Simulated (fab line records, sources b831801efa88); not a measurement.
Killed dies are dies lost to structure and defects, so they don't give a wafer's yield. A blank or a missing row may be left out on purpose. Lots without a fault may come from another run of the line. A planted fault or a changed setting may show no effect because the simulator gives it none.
fab line records | flow sky130 | part 1 of 2: steps 1 to 29 of 40
record lots=5 wafers=15 last_day=50
route steps=708 shown METAL5@664 PASSIVATION@681 PAD_OPEN@694
lots that met no fault: from a run of the same line without faults
start_h: hours from the record's first day to the start of the lot's first wafer shown | wait_h: hours since the lot's step before | " the same as in the row above | L1.1+2: a row that stands for several wafers | - no value, or no start given | * or withheld: withheld | < > ~ a bound
route shown NAME@n: a module of which the file shows steps, and the number in the route of the first | usual: mean/standard deviation of fault-free wafers | same: alike in all rows | chamber/n: place in a boat | sites: the reading at each site | _std_site: their standard deviation | _edge_site: outer sites' mean less inner sites' | radius_mm: how far each site lies from the wafer's centre | mask NAME#n: copy n | behind: the tool/chamber that last shaped the wafer | hold: why the lot was held/for how many hours/how that ended | device: the transistor (n, p or np) that didn't switch | end of line: the same wafers' tests at the end of the route | a step without rows: its recipe alone | killed: dies lost to structure and defects at the first sort, not the wafer's yield | map: a wafer's dies, x killed, . not, _ none there
set.NAME: the setting as run; set.NAME@STEP: as run at that earlier step | model.NAME: the simulator's own value behind a step, which no gauge read
lots at some steps of the route; a table a step, a row a wafer
services: from which hour (start_h, from the record's first day; less than 0 if before it) a tool's chamber was out of use, for how many hours, and why
## steps
# step SKY_METAL5_SPUTTER_03
# recipe material=Ti target_thk_nm=5 power_w=3000 time_s=3.3 chamber_pressure_pa=0.4
# usual throttle_valve_pct=29.6/0.9
# columns lot.wafer tool chamber start_h wait_h throttle_valve_pct
L080.2 pvd_sputter-02 - 1060.02 0.0 29.7
L080.3 " - " " 30.1
L080.4 " - " " 28.6
L089.1 pvd_sputter-01 - 1108.20 0.0 29.1
L089.2 " - " " 30.4
L089.4 " - " " 28.0
L090.2 pvd_sputter-02 - 1109.70 0.0 28.8
L090.3 " - " " 30.1
L090.6 " - " " 28.6
L092.4 pvd_sputter-02 - 1124.56 0.0 28.8
L092.5 " - " " 30.2
L092.6 " - " " 28.8
L094.2 pvd_sputter-01 - 1132.35 0.0 28.9
L094.3 " - " " 28.1
L094.5 " - " " 30.3
# step SKY_METAL5_SPUTTER_04
# recipe material=TiN target_thk_nm=70 power_w=6500 time_s=58.3 chamber_pressure_pa=0.4
# usual throttle_valve_pct=29.6/0.92
# columns lot.wafer tool chamber start_h wait_h throttle_valve_pct
L080.2 pvd_sputter-02 - 1060.03 0.0 29.7
L080.3 " - " " 30.4
L080.4 " - " " 28.5
L089.1 pvd_sputter-01 - 1108.22 0.0 29.1
L089.2 " - " " 29.9
L089.4 " - " " 28.1
L090.2 pvd_sputter-02 - 1109.72 0.0 28.9
L090.3 " - " " 30.4
L090.6 " - " " 28.7
L092.4 pvd_sputter-02 - 1124.59 0.0 28.8
L092.5 " - " " 30.3
L092.6 " - " " 28.9
L094.2 pvd_sputter-01 - 1132.37 0.0 29.0
L094.3 " - " " 28.1
L094.5 " - " " 30.2
# step SKY_METAL5_RS_MEAS_05
# recipe thk_meas_gauge=four-point-probe reads=TiN_of_METAL5_SPUTTER_04+Ti_of_METAL5_SPUTTER_03+AlCu_of_METAL5_SPUTTER_02+TiN_of_METAL5_SPUTTER_01+Ti_of_METAL5_SPUTTER_00
# usual METAL5_ALCU_RS=0.02713/0.0003
# columns lot.wafer tool chamber start_h wait_h METAL5_ALCU_RS[ohm/sq]
L080.2 film_metro-02 - 1060.10 0.0 0.0269
L080.3 " - " " 0.02694
L080.4 " - " " 0.02702
L089.1 film_metro-02 - 1108.27 0.0 0.02686
L089.2 " - " " 0.02676
L089.4 " - " " 0.02698
L090.2 film_metro-01 - 1109.79 0.0 0.02709
L090.3 " - " " 0.02709
L090.6 " - " " 0.02711
L092.4 film_metro-02 - 1124.68 0.1 0.02656
L092.5 " - " " 0.02707
L092.6 " - " " 0.02721
L094.2 film_metro-01 - 1132.44 0.0 0.0269
L094.3 " - " " 0.027
L094.5 " - " " 0.02672
# step SKY_METAL5_THK_MEAS_06
# recipe thk_meas_gauge=xrf reads=AlCu_of_METAL5_SPUTTER_02
# usual METAL5_ALCU_THK=1126/13
# columns lot.wafer tool chamber start_h wait_h METAL5_ALCU_THK[nm]
L080.2 film_metro-02 - 1060.21 0.1 1139
L080.3 " - " " 1137
L080.4 " - " " 1135
L089.1 film_metro-02 - 1108.39 0.1 1131
L089.2 " - " " 1133
L089.4 " - " " 1130
L090.2 film_metro-01 - 1109.90 0.1 1122
L090.3 " - " " 1117
L090.6 " - " " 1128
L092.4 film_metro-02 - 1124.77 0.1 1149
L092.5 " - " " 1126
L092.6 " - " " 1112
L094.2 film_metro-01 - 1132.55 0.1 1129
L094.3 " - " " 1130
L094.5 " - " " 1134
# step SKY_METAL5_DEHYDRATE_07
# recipe temp_c=200 time_s=60
# columns lot.wafer tool chamber start_h wait_h
L080.2+3+4 litho_track-02 0 1070.51 10.3
L089.1+2+4 litho_track-02 0 1117.78 9.4
L090.2+3+6 litho_track-03 0 1119.38 9.5
L092.4+5+6 litho_track-03 0 1134.63 9.9
L094.2+3+5 litho_track-02 0 1141.31 8.7
# step SKY_METAL5_HMDS_08
# recipe prime_time_s=60 prime_temp_c=120
# columns lot.wafer tool chamber start_h wait_h
L080.2+3+4 litho_track-02 0 1070.66 0.1
L089.1+2+4 litho_track-02 0 1117.93 0.1
L090.2+3+6 litho_track-03 0 1119.53 0.1
L092.4+5+6 litho_track-03 0 1134.78 0.1
L094.2+3+5 litho_track-02 0 1141.46 0.1
# step SKY_METAL5_COAT_09
# recipe resist=NOVOLAK spin_rpm=3000 resist_thk_nm=1800
# columns lot.wafer tool chamber start_h wait_h
L080.2+3+4 litho_track-02 0 1070.81 0.1
L089.1+2+4 litho_track-02 0 1118.08 0.1
L090.2+3+6 litho_track-03 0 1119.68 0.1
L092.4+5+6 litho_track-03 0 1134.93 0.1
L094.2+3+5 litho_track-02 0 1141.61 0.1
# step SKY_METAL5_SOFTBAKE_10
# recipe temp_c=90 time_s=60 resist=NOVOLAK
# columns lot.wafer tool chamber start_h wait_h
L080.2+3+4 litho_track-02 0 1070.96 0.1
L089.1+2+4 litho_track-02 0 1118.23 0.1
L090.2+3+6 litho_track-03 0 1119.83 0.1
L092.4+5+6 litho_track-03 0 1135.08 0.1
L094.2+3+5 litho_track-02 0 1141.76 0.1
# step SKY_METAL5_EXPOSE_11
# recipe mask_id=MM5 na=0.6 source_shape=conventional sigma_outer=0.6 polarization=unpolarized target_cd_nm=1600 dose_mj=190
# columns lot.wafer tool chamber start_h wait_h mask
L080.2+3+4 iline_stepper-02 0 - - MM5#0
L089.1+2+4 iline_stepper-01 0 - - MM5#0
L090.2+3+6 iline_stepper-01 0 - - MM5#0
L092.4+5+6 iline_stepper-01 0 - - MM5#0
L094.2+3+5 iline_stepper-02 0 - - MM5#0
# step SKY_METAL5_PEB_12
# recipe temp_c=withheld time_s=* resist=NOVOLAK
# columns lot.wafer tool chamber start_h wait_h
L080.2+3+4 litho_track-01 0 - -
L089.1+2+4 litho_track-01 0 - -
L090.2+3+6 litho_track-01 0 - -
L092.4+5+6 litho_track-03 0 - -
L094.2+3+5 litho_track-01 0 - -
# step SKY_METAL5_DEVELOP_13
# recipe resist=NOVOLAK developer=TMAH develop_time_s=60 dev_temp_c=23
# columns lot.wafer tool chamber start_h wait_h
L080.2+3+4 litho_track-01 0 1081.58 0.1
L089.1+2+4 litho_track-01 0 1127.61 0.1
L090.2+3+6 litho_track-01 0 1129.43 0.1
L092.4+5+6 litho_track-03 0 1143.63 0.1
L094.2+3+5 litho_track-01 0 1150.43 0.1
# step SKY_METAL5_DESCUM_14
# recipe chemistry=O2 source_power_w=150 bias_power_w=0 pressure_mtorr=10 temp_c=40 time_s=11
# usual chamber_pressure_mTorr=9.999/0.0092 drypump_motor_current_A=6.0/0.56 oes_product_au=1.003/0.0097
# same bias_power_w=0
# columns lot.wafer tool chamber start_h wait_h chamber_pressure_mTorr drypump_motor_current_A oes_product_au rf_hours_counter_h
L080.2 rie_metal-02 0 1081.71 0.1 10.002 6.0 0.998 21
L080.3 " 1 " " 9.995 6.4 0.980 -
L080.4 " 0 " " 9.994 5.9 1.010 -
L089.1 rie_metal-04 0 1127.76 0.1 10.000 5.5 0.997 27
L089.2 " 1 " " 9.995 6.8 1.005 5
L089.4 " 1 " " 10.009 6.8 1.003 -
L090.2 rie_metal-02 1 1129.56 0.1 9.993 6.3 0.991 21
L090.3 " 1 " " 9.983 6.3 0.996 -
L090.6 " 1 " " 10.015 6.3 0.995 -
L092.4 rie_metal-03 0 1143.72 0.1 9.992 5.0 1.007 -
L092.5 " 0 " " 9.993 5.0 0.999 -
L092.6 " 1 " " 9.987 5.8 1.005 -
L094.2 rie_metal-04 1 1150.57 0.1 9.987 6.8 1.011 -
L094.3 " 1 " " 9.998 6.8 1.005 -
L094.5 " 1 " " 9.999 6.8 1.009 -
# step SKY_METAL5_METAL_ETCH_15
# recipe target_depth_a=12600 stop_on=SiO2 over_etch_frac=0.2 time_s=252 chemistry=Cl2/BCl3 resist_sidewall_deg=86 pressure_mtorr=10 icp_w=900 bias_w=48.5 Cl2_flow_sccm=60 bcl3_flow_sccm=30
# usual bcl3_flow_sccm=30.00/0.086 chamber_pressure_mTorr=10.000/0.0099 drypump_motor_current_A=6.0/0.56 oes_product_au=0.895/0.0045 throttle_valve_pct=22.264/0.0097
# columns lot.wafer tool chamber start_h wait_h bcl3_flow_sccm chamber_pressure_mTorr drypump_motor_current_A oes_product_au rf_hours_counter_h throttle_valve_pct
L080.2 rie_metal-02 0 1081.74 0.0 30.09 9.997 5.9 0.896 21 22.279
L080.3 " 1 " " 29.97 10.004 6.3 0.896 - 22.257
L080.4 " 0 " " 29.95 10.009 6.0 0.890 - 22.258
L089.1 rie_metal-04 0 1127.79 0.0 29.90 10.003 5.4 0.892 27 22.260
L089.2 " 1 " " 29.95 10.005 6.8 0.893 5 22.261
L089.4 " 1 " " 29.87 9.999 6.8 0.892 - 22.259
L090.2 rie_metal-02 1 1129.59 0.0 29.97 10.000 6.3 0.895 21 22.272
L090.3 " 1 " " 30.05 9.991 6.3 0.895 - 22.277
L090.6 " 1 " " 30.01 10.002 6.3 0.896 - 22.267
L092.4 rie_metal-03 0 1143.82 0.1 29.99 10.011 5.0 0.903 - 22.279
L092.5 " 0 " " 30.00 9.986 5.0 0.898 - 22.262
L092.6 " 1 " " 29.89 10.003 5.8 0.902 - 22.274
L094.2 rie_metal-04 1 1150.70 0.1 30.08 10.011 6.8 0.897 - 22.260
L094.3 " 1 " " 30.07 10.025 6.8 0.897 - 22.252
L094.5 " 1 " " 30.09 9.995 6.8 0.905 - 22.272
# step SKY_METAL5_STRIP_16
# recipe chemistry=O2/N2 power_w=1400 pressure_mtorr=1500 platen_temp_c=withheld o2_flow_sccm=3000 n2_flow_sccm=300 overash_fraction=0.5
# usual chamber_pressure_mTorr=1500.0/1.2 drypump_motor_current_A=5.6/0.34 oes_product_au=0.710/0.0042 strip_time_to_endpoint_s=13.04/0.13
# same overash_fraction=0.5
# columns lot.wafer tool chamber start_h wait_h chamber_pressure_mTorr drypump_motor_current_A oes_product_au rf_hours_counter_h strip_time_to_endpoint_s
L080.2 plasma_asher-02 1 1081.98 0.2 1498.8 5.5 0.706 92 13.01
L080.3 " 0 " " 1500.5 5.5 0.713 - 13.17
L080.4 " 1 " " 1500.5 5.4 0.713 - 12.91
L089.1 plasma_asher-02 0 1128.03 0.2 1499.8 5.5 0.714 98 13.11
L089.2 " 1 " " 1500.2 5.5 0.705 98 12.93
L089.4 " 0 " " 1501.0 5.5 0.713 - 12.98
L090.2 plasma_asher-01 1 1129.83 0.2 1498.5 5.6 0.708 4 13.11
L090.3 " 1 " " 1499.8 5.6 0.709 - 13.10
L090.6 " 0 " " 1499.5 6.3 0.712 - 13.17
L092.4 plasma_asher-02 0 1144.01 0.1 1498.6 5.5 0.715 - 13.18
L092.5 " 1 " " 1501.7 5.4 0.706 - 13.15
L092.6 " 0 " " 1500.2 5.6 0.711 - 13.09
L094.2 plasma_asher-02 1 1151.10 0.3 1501.9 5.5 0.716 100 13.02
L094.3 " 0 " " 1499.2 5.6 0.709 - 13.04
L094.5 " 1 " " 1500.1 5.5 0.714 - 13.00
# step SKY_METAL5_STRIP_17
# recipe chemistry=post_etch_residue_remover time_s=1200 temp_c=72.5
# usual bath_guard_temp_C=72.5/0.7
# columns lot.wafer tool chamber start_h wait_h bath_guard_temp_C
L080.2 wet_bench-03 0 1082.08 0.1 71.6
L080.3 " 0 " " 71.7
L080.4 " 0 " " 72.0
L089.1 wet_bench-04 3 1128.13 0.1 74.2
L089.2 " 3 " " 74.4
L089.4 " 3 " " 74.5
L090.2 wet_bench-02 1 1129.93 0.1 72.1
L090.3 " 1 " " 72.2
L090.6 " 1 " " 72.1
L092.4 wet_bench-04 1 1144.07 0.0 72.5
L092.5 " 1 " " 72.6
L092.6 " 1 " " 72.8
L094.2 wet_bench-03 3 1151.20 0.1 73.2
L094.3 " 3 " " 73.0
L094.5 " 3 " " 72.9
# step SKY_METAL5_CLEAN_18
# recipe chemistry=IPA time_s=180 temp_c=25
# columns lot.wafer tool chamber start_h wait_h
L080.2+3+4 wet_bench-04 2 1082.45 0.0
L089.1+2+4 wet_bench-03 0 1128.47 0.0
L090.2+3+6 wet_bench-04 3 1130.27 0.0
L092.4+5+6 wet_bench-03 1 1144.45 0.0
L094.2+3+5 wet_bench-04 0 1151.54 0.0
# step SKY_METAL5_CLEAN_19
# recipe chemistry=O3/DIW dry=n2_spin
# columns lot.wafer tool chamber start_h wait_h
L080.2+3+4 wet_bench-04 2 1082.52 0.0
L089.1+2+4 wet_bench-02 1 1128.53 0.0
L090.2+3+6 wet_bench-03 0 1130.33 0.0
L092.4+5+6 wet_bench-02 1 1144.50 0.0
L094.2+3+5 wet_bench-03 3 1151.60 0.0
# step SKY_PASSIVATION_CVD_00
# recipe material=SiO2 target_thk_nm=90 temp_c=400 time_s=withheld rf_w=600
# usual heater_power_outer_w=391/65 heater_power_w=673/94
# columns lot.wafer tool chamber start_h wait_h heater_power_outer_w heater_power_w
L080.2 pecvd-02 0 1082.62 0.0 464 780
L080.3 " 2 " " 413 705
L080.4 " 1 " " 310 549
L089.1 pecvd-03 1 1128.62 0.0 466 742
L089.2 " 2 " " 445 771
L089.4 " 1 " " 466 747
L090.2 pecvd-03 2 1130.42 0.0 425 768
L090.3 " 1 " " 477 732
L090.6 " 1 " " 470 758
L092.4 pecvd-03 0 1144.61 0.0 366 616
L092.5 " 1 " " 361 601
L092.6 " 2 " " 430 786
L094.2 pecvd-02 2 1151.69 0.0 345 617
L094.3 " 1 " " 383 648
L094.5 " 0 " " 482 805
# step SKY_PASSIVATION_THK_MEAS_01
# recipe reads=SiO2_of_PASSIVATION_CVD_00
# usual PASSIVATION_CVD_00_THK=89.7/1.1
# columns lot.wafer tool chamber start_h wait_h PASSIVATION_CVD_00_THK[nm]
L080.2 film_metro-03 - 1082.65 - 90.0
L080.3 " - " " 90.7
L080.4 " - " " 89.7
L089.1 film_metro-03 - 1128.64 - 89.1
L089.2 " - " " 88.8
L089.4 " - " " 90.1
L090.2 film_metro-04 - 1130.45 - 89.5
L090.3 " - " " 89.4
L090.6 " - " " 90.0
L092.4 film_metro-04 - 1144.65 - 89.5
L092.5 " - " " 90.6
L092.6 " - " " 90.3
L094.2 film_metro-01 - 1151.72 - 89.2
L094.3 " - " " 87.9
L094.5 " - " " 91.6
# step SKY_PASSIVATION_CVD_02
# recipe material=Si3N4 target_thk_nm=540 temp_c=400 time_s=withheld rf_w=450
# usual heater_power_outer_w=416/61 heater_power_w=705/89
# columns lot.wafer tool chamber start_h wait_h heater_power_outer_w heater_power_w
L080.2 pecvd-03 2 1082.70 0.0 503 864
L080.3 " 1 " " 443 697
L080.4 " 1 " " 480 766
L089.1 pecvd-04 0 1128.70 0.1 492 807
L089.2 " 0 " " 506 830
L089.4 " 0 " " 399 702
L090.2 pecvd-02 0 1130.50 0.0 457 770
L090.3 " 1 " " 340 591
L090.6 " 0 " " 483 810
L092.4 pecvd-02 1 1144.79 0.1 374 633
L092.5 " 0 " " 487 804
L092.6 " 2 " " 383 680
L094.2 pecvd-03 2 1151.77 0.0 497 876
L094.3 " 2 " " 508 886
L094.5 " 2 " " 395 715
# step SKY_PASSIVATION_THK_MEAS_03
# recipe reads=Si3N4_of_PASSIVATION_CVD_02
# usual PASSIVATION_CVD_02_THK=539/8.2
# columns lot.wafer tool chamber start_h wait_h PASSIVATION_CVD_02_THK[nm]
L080.2 film_metro-04 - 1082.93 - 530
L080.3 " - " " 532
L080.4 " - " " 538
L089.1 film_metro-04 - 1129.38 - 543
L089.2 " - " " 551
L089.4 " - " " 551
L090.2 film_metro-03 - 1130.74 - 523
L090.3 " - " " 521
L090.6 " - " " 532
L092.4 film_metro-03 - 1144.93 - 540
L092.5 " - " " 546
L092.6 " - " " 541
L094.2 film_metro-04 - 1152.12 - 530
L094.3 " - " " 534
L094.5 " - " " 537
# step SKY_PASSIVATION_DEHYDRATE_04
# recipe temp_c=200 time_s=60
# columns lot.wafer tool chamber start_h wait_h
L080.2+3+4 litho_track-01 0 1092.83 9.9
L089.1+2+4 litho_track-04 0 1138.91 9.5
L090.2+3+6 litho_track-03 0 1140.23 9.5
L092.4+5+6 litho_track-04 0 1154.24 9.3
L094.2+3+5 litho_track-03 0 1160.93 8.8
# step SKY_PASSIVATION_HMDS_05
# recipe prime_time_s=60 prime_temp_c=120
# columns lot.wafer tool chamber start_h wait_h
L080.2+3+4 litho_track-01 0 1092.98 0.1
L089.1+2+4 litho_track-04 0 1139.06 0.1
L090.2+3+6 litho_track-03 0 1140.38 0.1
L092.4+5+6 litho_track-04 0 1154.39 0.1
L094.2+3+5 litho_track-03 0 1161.08 0.1
# step SKY_PASSIVATION_COAT_06
# recipe spin_rpm=2000 resist_thk_nm=3000
# columns lot.wafer tool chamber start_h wait_h
L080.2+3+4 litho_track-01 0 1093.13 0.1
L089.1+2+4 litho_track-04 0 1139.21 0.1
L090.2+3+6 litho_track-03 0 1140.53 0.1
L092.4+5+6 litho_track-04 0 1154.54 0.1
L094.2+3+5 litho_track-03 0 1161.23 0.1
# step SKY_PASSIVATION_SOFTBAKE_07
# recipe temp_c=110 time_s=withheld
# columns lot.wafer tool chamber start_h wait_h
L080.2+3+4 litho_track-01 0 1093.29 0.1
L089.1+2+4 litho_track-04 0 1139.36 0.1
L090.2+3+6 litho_track-03 0 1140.69 0.1
L092.4+5+6 litho_track-04 0 1154.71 0.1
L094.2+3+5 litho_track-03 0 1161.39 0.1
# step SKY_PASSIVATION_EXPOSE_08
# recipe mask_id=NSM target_cd_nm=3000 na=0.57 dose_mj=260
# columns lot.wafer tool chamber start_h wait_h mask
L080.2+3+4 iline_stepper-01 0 - - NSM#0
L089.1+2+4 iline_stepper-02 0 - - NSM#0
L090.2+3+6 iline_stepper-01 0 - - NSM#0
L092.4+5+6 iline_stepper-01 0 - - NSM#0
L094.2+3+5 iline_stepper-01 0 - - NSM#0
# step SKY_PASSIVATION_PEB_09
# recipe temp_c=115 time_s=withheld
# columns lot.wafer tool chamber start_h wait_h
L080.2+3+4 litho_track-01 0 - -
L089.1+2+4 litho_track-04 0 - -
L090.2+3+6 litho_track-01 0 - -
L092.4+5+6 litho_track-04 0 - -
L094.2+3+5 litho_track-03 0 - -
# step SKY_PASSIVATION_DEVELOP_10
# recipe develop_time_s=60 dev_temp_c=23
# columns lot.wafer tool chamber start_h wait_h
L080.2+3+4 litho_track-01 0 - -
L089.1+2+4 litho_track-04 0 - -
L090.2+3+6 litho_track-01 0 - -
L092.4+5+6 litho_track-04 0 - -
L094.2+3+5 litho_track-03 0 - -
# step SKY_PASSIVATION_ETCH_11
# recipe chemistry=CF4/O2 target_depth_nm=725 stop_on=AlCu source_w=800 bias_w=150 pressure_mtorr=150 cf4_flow_sccm=80 O2_flow_sccm=10 time_s=161.1
# usual chamber_pressure_mTorr=150.00/0.12 drypump_motor_current_A=5.9/0.36 oes_product_au=0.977/0.0074 throttle_valve_pct=5.965/0.01
# columns lot.wafer tool chamber start_h wait_h chamber_pressure_mTorr drypump_motor_current_A oes_product_au rf_hours_counter_h throttle_valve_pct
L080.2 rie_diel-01 1 1101.56 - 150.13 5.5 0.969 8 5.951
L080.3 " 0 " " 150.10 5.7 0.976 19 5.969
L080.4 " 0 " " 150.06 5.7 0.981 - 5.944
L089.1 rie_diel-01 3 1148.06 - 149.86 6.3 0.982 20 5.971
L089.2 " 0 " " 149.87 5.8 0.979 21 5.957
L089.4 " 1 " " 150.05 5.5 0.994 10 5.969
L090.2 rie_diel-01 0 1149.91 - 149.65 5.7 0.965 21 5.973
L090.3 " 1 " " 149.83 5.5 0.963 10 5.954
L090.6 " 0 " " 150.10 5.8 0.975 - 5.966
L092.4 rie_diel-02 3 1163.37 - 150.01 6.0 0.973 - 5.981
L092.5 " 1 " " 149.92 5.6 0.979 - 5.949
L092.6 " 0 " " 150.03 5.9 0.977 - 5.966
L094.2 rie_diel-02 2 1169.65 - 150.12 5.5 0.979 0 5.961
L094.3 " 0 " " 149.93 5.9 0.969 19 5.964
L094.5 " 0 " " 150.01 5.9 0.975 - 5.952
